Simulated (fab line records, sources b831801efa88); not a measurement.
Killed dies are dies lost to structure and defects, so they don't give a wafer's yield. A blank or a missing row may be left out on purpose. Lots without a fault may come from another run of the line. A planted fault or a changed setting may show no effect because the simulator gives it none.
A struck lot beside a sound one | flow sky130 | 44 steps out of a route of 708
Sound: wafers L539.3, L539.5, L539.6. Struck: wafers L543.2, L543.3, L543.6. The cause comes at the end.
At each step with rows: each side's tool, then ch and its chambers, then its first start. Under that, the readings that differ: sound wafers | struck wafers | difference of the means | sigmas: that difference in standard deviations of wafers without a fault.
alike: readings whose means differ by less than 2 such deviations, and words and numbers that are the same on both sides. not compared: withheld readings, readings that some wafer has no value for, bounds like >300 that may hide the same value, and numbers for which the record gives no deviation and whose values overlap.
The two part at a step that has a row with sigmas, a row that says differs or no value, or rows on one side only. Numbers that don't overlap but have no deviation are shown without sigmas and don't part them. A reading that every wafer of one side lacks parts them only if that side has two wafers or more.

first, 3 steps without rows for these wafers: SKY_FIELD_ISO_CLEAN_20 (cleans in dHF, time 20 s); SKY_FIELD_ISO_WET_ETCH_21 (etches SiO2 in dHF, target depth 20 nm, time 400 s); SKY_FIELD_ISO_OXIDATION_22 (stabilise 600 s, purge 300 s, target thk 10 nm).
SKY_FIELD_ISO_THK_MEAS_23:
  sound on film_metro-03, day 4 05:45; struck on film_metro-04, day 5 02:38
  alike: FIELD_ISO_OXIDATION_01_THK
then, 1 step without rows for these wafers: SKY_FIELD_ISO_CVD_24 (deposits SiO2, target thk 595 nm, time 99.2 s).
SKY_FIELD_ISO_THK_MEAS_25:
  sound on film_metro-04, day 4 05:53; struck on film_metro-03, day 5 02:46
  alike: FIELD_ISO_CVD_24_THK
then, 1 step without rows for these wafers: SKY_FIELD_ISO_ANNEAL_26 (time 1800 s).
SKY_FIELD_ISO_CMP_27: polishes, stops on Si3N4, t overpolish 16 s, target thk 457.8 nm.
  sound on cmp-01 ch 2,3, day 4 07:29; struck on cmp-02 ch 1,3, day 5 04:22
  alike: head_pressure_psi, motor_current_A, overpolish_run_s, time_to_endpoint_s
then, 4 steps without rows for these wafers: SKY_FIELD_ISO_WET_ETCH_28 (etches SiO2 in dHF, target depth 23.7 nm, time 47 s); SKY_FIELD_ISO_WET_ETCH_29 (etches Si3N4 in H3PO4, target depth 160 nm, time 1825 s); SKY_FIELD_ISO_WET_ETCH_30 (etches SiO2 in dHF, target depth 25 nm, time 50 s); SKY_NWELL_CLEAN_00 (cleans in SC1/SC2, time 150 s).
SKY_NWELL_OXIDATION_01: stabilise 600 s, purge 300 s, target thk 10 nm.
  sound on furnace-01 ch 0, day 4 08:20; struck on furnace-01 ch 0, day 5 07:14
  reading                                      | sound                | struck               | difference | sigmas
  spike_tc_bottom_C (C)                        | 918.6 920.2 919.1    | 935.8 935.3 936.1    | +16.4      | +17
  spike_tc_centre_C (C)                        | 900.3 900.2 899.4    | 916.8 915.2 917.1    | +16.4      | +17
  spike_tc_lower_C (C)                         | 902.3 904.3 902.5    | 918.8 920.2 919.4    | +16.4      | +9
  spike_tc_top_C (C)                           | 910.7 910.1 910.5    | 926.5 930.4 928.6    | +18.1      | +15
  spike_tc_upper_C (C)                         | 899.0 899.1 901.0    | 914.7 916.3 916.5    | +16.1      | +15
  tube_center_temp_C (C)                       | 900.14 899.98 900.01 | 916.45 916.48 916.59 | +16.46     | +99 or more
  tube_center_temp_C_max                       | 902.1 901.9 902.7    | 919.0 918.6 918.9    | +16.6      | +49
  zone_power_centre_pct (%)                    | 17.91 18.11 18.27    | 18.89 18.98 19.01    | +0.86      | +5
  model.SiO2_of_NWELL_OXIDATION_01.thk_nm (nm) | 10.2 10.18 9.926     | 11.95 12.02 12.11    | +1.92      |
SKY_NWELL_THK_MEAS_02:
  sound on film_metro-03, day 4 09:45; struck on film_metro-03, day 5 08:38
  reading                  | sound            | struck            | difference | sigmas
  NWELL_OXIDATION_THK (nm) | 10.21 10.14 9.92 | 11.99 11.98 12.10 | +1.93      | +11
then, 8 steps without rows for these wafers: SKY_DNWELL_DEHYDRATE_00 (time 60 s); SKY_DNWELL_HMDS_01 (prime time 60 s); SKY_DNWELL_COAT_02 (resist thk 3000 nm); SKY_DNWELL_SOFTBAKE_03; SKY_DNWELL_EXPOSE_04 (exposes mask DNM, target cd 3000 nm); SKY_DNWELL_PEB_05; SKY_DNWELL_DEVELOP_06 (develop time 60 s); SKY_DNWELL_IMPLANT_07.
SKY_DNWELL_STRIP_08: strips in O2/N2.
  sound on plasma_asher-03 ch 0,1, day 5 03:35; struck on plasma_asher-02 ch 0,1, day 6 02:13
  alike: drypump_motor_current_A, o2_flow_sccm, oes_product_au, strip_time_to_endpoint_s
  not compared: rf_hours_counter_h
SKY_DNWELL_TW_MEAS_09:
  sound on film_metro-01, day 5 03:41; struck on film_metro-01, day 6 02:20
  alike: DNWELL_TW
then, 7 steps without rows for these wafers: SKY_PWDE_DEHYDRATE_00 (time 60 s); SKY_PWDE_HMDS_01 (prime time 60 s); SKY_PWDE_COAT_02 (resist thk 3000 nm); SKY_PWDE_SOFTBAKE_03; SKY_PWDE_EXPOSE_04 (exposes mask PWDEM, target cd 840 nm); SKY_PWDE_PEB_05; SKY_PWDE_DEVELOP_06 (develop time 60 s).
SKY_PWDE_OVL_MEAS_07:
  sound on overlay-01, day 5 20:09; struck on overlay-01, day 6 20:28
  alike: PWDE_OVL
then, 1 step without rows for these wafers: SKY_PWDE_IMPLANT_08.
SKY_PWDE_STRIP_09: strips in O2/N2.
  sound on plasma_asher-01 ch 0,1, day 5 20:22; struck on plasma_asher-04 ch 0,1, day 6 20:38
  alike: drypump_motor_current_A, o2_flow_sccm, oes_product_au, strip_time_to_endpoint_s
  not compared: rf_hours_counter_h
SKY_PWDE_TW_MEAS_10:
  sound on film_metro-01, day 5 20:27; struck on film_metro-02, day 6 20:45
  alike: PWDE_TW
then, 7 steps without rows for these wafers: SKY_NWELL_DEHYDRATE_03 (time 60 s); SKY_NWELL_HMDS_04 (prime time 60 s); SKY_NWELL_COAT_05 (resist thk 3000 nm); SKY_NWELL_SOFTBAKE_06; SKY_NWELL_EXPOSE_07 (exposes mask NWM, target cd 840 nm); SKY_NWELL_PEB_08; SKY_NWELL_DEVELOP_09 (develop time 60 s).
-- the record jumps here: 10 days lie between the struck wafers' starts before and after (it left off in module NWELL and takes up again in module SONOS_ONO, whose first step shown is number 183 of the route) --
SKY_SONOS_ONO_ETCH_15: etches the open film in CHF3/O2, target depth 19.52 nm, time 7.8 s.
  sound on rie_diel-03 ch 2,3, day 15 12:04; struck on rie_diel-02 ch 0,1,2, day 16 23:33
  reading                                      | sound             | struck            | difference | sigmas
  model.SiO2_of_NWELL_OXIDATION_01.thk_nm (nm) | 5.649 5.668 5.473 | 7.487 7.509 7.603 | +1.936     |
  alike: chf3_flow_sccm, drypump_motor_current_A, oes_product_au, throttle_valve_pct
  not compared: rf_hours_counter_h
-- the record jumps here: 32 days lie between the struck wafers' starts before and after (it left off in module SONOS_ONO and takes up again in module PAD_OPEN, whose first step shown is number 708 of the route) --
SKY_PAD_OPEN_PROBE_99:
  sound on prober-01, day 47 20:58; struck on prober-01, day 48 19:22
  reading                                  | sound                   | struck                  | difference | sigmas
  killed_short                             | 34 32 29                | 41 43 49                | +13        | +2
  model.etest.pfet_01v8_mvt.vt_v (V)       | -0.6655 -0.6722 -0.662  | -0.6611 -0.6539 -0.6604 | +0.0081    |
  model.etest.pfet_16v.vt_v (V)            | -1.079 -1.087 -1.08     | -1.109 -1.102 -1.112    | -0.026     |
  model.etest.pfet_g5v0d10v5.vt_long_v (V) | -0.9118 -0.9207 -0.9147 | -0.9413 -0.9323 -0.9439 | -0.0234    |
  alike: killed_at_M0_to_M3, killed_at_M4_up, killed_at_contacts, killed_at_front_end, killed_at_other, killed_dies, killed_open
  not compared: model.etest.pfet_01v8_mvt.vt_long_v

WHERE THEY PART
First at SKY_NWELL_OXIDATION_01; last, within this record, at SKY_PAD_OPEN_PROBE_99.

WHY: what the simulator had put in
Process parameter drift: furnace-01, from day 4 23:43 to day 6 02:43, at SKY_NWELL_OXIDATION_01. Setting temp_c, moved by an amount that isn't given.
